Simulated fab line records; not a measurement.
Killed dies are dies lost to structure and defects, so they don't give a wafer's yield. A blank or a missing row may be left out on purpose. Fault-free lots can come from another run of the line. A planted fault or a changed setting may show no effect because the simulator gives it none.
Which of the tools did it? :: flow gf180mcu :: Sampling: 7 lots, 21 wafers, 2 of 602 route steps

== WHAT THE GAUGES READ, wafer by wafer ==
GF_LVPWELL_TW_MEAS_11.
lot: L888
measured: day 4 07:20
on: film_metro-01
LVPWELL_TW: 555 552 554

lot: L890
measured: day 4 21:46
on: film_metro-01
LVPWELL_TW: 553 556 556

lot: L893
measured: day 5 14:19
on: film_metro-02
LVPWELL_TW: 525 523 521

lot: L895
measured: day 6 11:25
on: film_metro-01
LVPWELL_TW: 558 560 558

lot: L903
measured: day 8 03:58
on: film_metro-01
LVPWELL_TW: 554 556 554

lot: L906
measured: day 8 16:36
on: film_metro-01
LVPWELL_TW: 555 556 555

lot: L908
measured: day 9 02:08
on: film_metro-02
LVPWELL_TW: 557 556 561

== WHAT TOOL EACH LOT RAN ON (gives the tool, then ch and the chambers of the sampled wafers, and finally the start) ==
lot: L888
GF_LVPWELL_IMPLANT_09: implanter-03 ch 0, day 4 07:07

lot: L890
GF_LVPWELL_IMPLANT_09: implanter-04 ch 0, day 4 21:31

lot: L893
GF_LVPWELL_IMPLANT_09: implanter-04, day 5 14:04

lot: L895
GF_LVPWELL_IMPLANT_09: implanter-04 ch 0, day 6 11:10

lot: L903
GF_LVPWELL_IMPLANT_09: implanter-04 ch 0, day 8 03:44

lot: L906
GF_LVPWELL_IMPLANT_09: implanter-04 ch 0, day 8 16:22

lot: L908
GF_LVPWELL_IMPLANT_09: implanter-03 ch 0, day 9 01:56
- GF_LVPWELL_IMPLANT_09

== THE ANSWER, worked out from the rows above alone ==
Rule: usual is defined by the lots themselves. Put in order of their means at a reading, lots are off if they are a third of the lots or fewer, leave a main group of 4 or more, and stand apart from it by a gap of 3 or more times the standard deviation of the main group's means; of several such gaps the widest counts. If all means in a main group match to the digits the tables above print for the reading, that group is not used. A lot without any number at a reading at which 4 lots or more have one is off too. All remaining lots with rows at the step are treated as sound.
Off: at GF_LVPWELL_TW_MEAS_11 (LVPWELL_TW), L893. The main group has a mean of 556 with a standard deviation of 1.8.
If a tool, at a process step before that reading, ran all the lots that are off and no sound lot after the first of them, it fits. Those tools and the gauges at GF_LVPWELL_TW_MEAS_11 are tried in the same way. None of those tried fits.

== WHAT THE SIMULATOR HAD INSERTED ==
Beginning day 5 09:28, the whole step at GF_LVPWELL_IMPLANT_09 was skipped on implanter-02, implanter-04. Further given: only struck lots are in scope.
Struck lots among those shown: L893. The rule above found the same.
